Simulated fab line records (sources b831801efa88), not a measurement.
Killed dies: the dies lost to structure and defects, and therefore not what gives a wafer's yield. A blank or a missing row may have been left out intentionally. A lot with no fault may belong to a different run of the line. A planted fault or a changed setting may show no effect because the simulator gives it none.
Which of the tools did it? / flow gf180mcu / 18 wafers from 6 lots sampled at 2 of the route's 602 steps

## WHAT THE GAUGES READ, wafer by wafer
GF_PSD_RS_MEAS_14: a four-point-probe measurement.
lot=L842; measured=day 14 13:35; on=film-metro-01; NSD_RS (ohm/sq)=46.24 46.25 46.17
lot=L845; measured=day 15 11:08; on=film-metro-04; NSD_RS (ohm/sq)=46.00 46.05 46.05
lot=L847; measured=day 16 04:16; on=film-metro-01; NSD_RS (ohm/sq)=46.04 45.98 46.08
lot=L850; measured=day 17 04:46; on=film-metro-01; NSD_RS (ohm/sq)=46.16 46.24 46.20
lot=L853; measured=day 18 01:23; on=film-metro-04; NSD_RS (ohm/sq)=46.12 46.14 46.14
lot=L863; measured=day 22 09:19; on=film-metro-01; NSD_RS (ohm/sq)=46.27 46.23 46.22

## EACH LOT AND THE TOOL THAT RAN IT (in order: tool; ch and the chambers of the sampled wafers; start)
lot=L842; GF_PSD_RTA_13=rtp-anneal-02 ch 0, day 14 13:29
lot=L845; GF_PSD_RTA_13=rtp-anneal-02 ch 0, day 15 11:03
lot=L847; GF_PSD_RTA_13=rtp-anneal-02 ch 0, day 16 04:10
lot=L850; GF_PSD_RTA_13=rtp-anneal-02 ch 0, day 17 04:40
lot=L853; GF_PSD_RTA_13=rtp-anneal-01 ch 0, day 18 01:17
lot=L863; GF_PSD_RTA_13=rtp-anneal-01 ch 0, day 22 09:13
- GF_PSD_RTA_13: time 20 s.

## THE ANSWER, worked out from the rows above alone
Rule: the usual values come from the lots themselves. Put in order of their means at a reading, lots are off if they are a third of the lots or fewer, leave a main group of 4 or more, and stand apart from it by a gap of 3 or more times the standard deviation of the main group's means; of several such gaps the widest counts. A main group is skipped when, at the precision printed for the reading in the tables above, its means are all equal. A lot without any number at a reading at which 4 lots or more have one is off too. Where the step has rows for the other lots, those lots are counted as sound.
No lot is off at any reading shown: from this, nothing can be told.

## WHAT HAD BEEN PUT IN BY THE SIMULATOR
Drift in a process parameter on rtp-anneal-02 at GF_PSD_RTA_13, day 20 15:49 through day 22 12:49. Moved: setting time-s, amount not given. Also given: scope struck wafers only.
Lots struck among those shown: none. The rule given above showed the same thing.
